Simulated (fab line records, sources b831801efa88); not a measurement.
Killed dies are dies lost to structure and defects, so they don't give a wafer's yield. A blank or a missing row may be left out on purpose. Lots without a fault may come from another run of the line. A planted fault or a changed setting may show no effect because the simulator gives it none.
Chamber matching | flow gf180mcu | GF_V2_CMP_26 on cmp-01: 4 sister chambers
The step polishes, stops on SiO2, t overpolish 15 s, target thk 0 nm. 18 wafers are shown with their chamber, then 9 later ones without.

WAFERS WITH THEIR CHAMBER
wafer  | chamber | motor_current_A (A) | overpolish_run_s (s) | time_to_endpoint_s (s)
L323.1 | 1       | 9.9                 | 15.006               | 86.9
L323.2 | 3       | 12.7                | 15.002               | 87.3
L323.4 | 0       | 12.2                | 15.002               | 84.4
L328.2 | 2       | 10.5                | 15.001               | 84.2
L328.4 | 3       | 12.5                | 15.000               | 82.7
L328.5 | 0       | 12.2                | 15.001               | 83.5
L330.2 | 3       | 12.9                | 14.995               | 84.8
L330.5 | 0       | 12.3                | 14.984               | 78.9
L330.6 | 1       | 10.5                | 15.013               | 84.2
L331.2 | 2       | 10.8                | 14.982               | 83.7
L331.4 | 3       | 12.5                | 14.992               | 88.2
L331.5 | 2       | 10.6                | 14.991               | 83.7
L332.3 | 2       | 10.7                | 14.997               | 86.7
L332.5 | 3       | 12.7                | 15.003               | 88.8
L332.6 | 0       | 12.1                | 14.996               | 85.0
L333.1 | 1       | 9.9                 | 15.000               | 81.5
L333.3 | 0       | 12.3                | 15.017               | 85.1
L333.5 | 1       | 10.2                | 15.001               | 82.2

SIGNATURES (means of the wafers above)
reading            | chamber 0 | chamber 1 | chamber 2 | chamber 3 | scatter within a chamber
motor_current_A    | 12.220    | 10.125    | 10.650    | 12.660    | 0.177
overpolish_run_s   | 15.00000  | 15.00500  | 14.99275  | 14.99840  | 0.00831
time_to_endpoint_s | 83.380    | 83.700    | 84.575    | 86.360    | 2.34
Rule: a wafer's distance from a chamber is the root of the sum, over the readings, of the square of ((its reading less the chamber's mean) divided by the reading's scatter). The wafer belongs to the nearest chamber; if the next one is less than 2 further off, it can't be placed. The scatter: the root of (the sum of the squares of (reading less its chamber's mean) over the shown wafers, divided by (wafers less chambers)).

WAFERS WITHOUT THEIR CHAMBER
wafer  | motor_current_A (A) | overpolish_run_s (s) | time_to_endpoint_s (s)
L335.3 | 10.2                | 14.994               | 81.9
L335.4 | 10.7                | 14.993               | 85.1
L335.6 | 12.4                | 15.009               | 84.8
L342.2 | 10.8                | 15.001               | 80.7
L342.3 | 13.1                | 15.005               | 83.2
L342.5 | 10.4                | 15.005               | 82.4
L343.2 | 10.8                | 15.012               | 80.4
L343.3 | 12.9                | 14.986               | 86.3
L343.6 | 13.1                | 15.017               | 85.1

WHICH CHAMBER EACH WENT THROUGH
wafer  | from the rows above     | in truth
L335.3 | can't be placed: 1 or 2 | 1
L335.4 | 2                       | 2
L335.6 | can't be placed: 0 or 3 | 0
L342.2 | can't be placed: 2 or 1 | 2
L342.3 | 3                       | 3
L342.5 | can't be placed: 1 or 2 | 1
L343.2 | can't be placed: 2 or 1 | 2
L343.3 | 3                       | 3
L343.6 | 3                       | 3
Placed correctly: 4 of 9. Can't be placed from these rows: 5 (the true chamber is among the candidates in 5). Placed wrongly: 0.
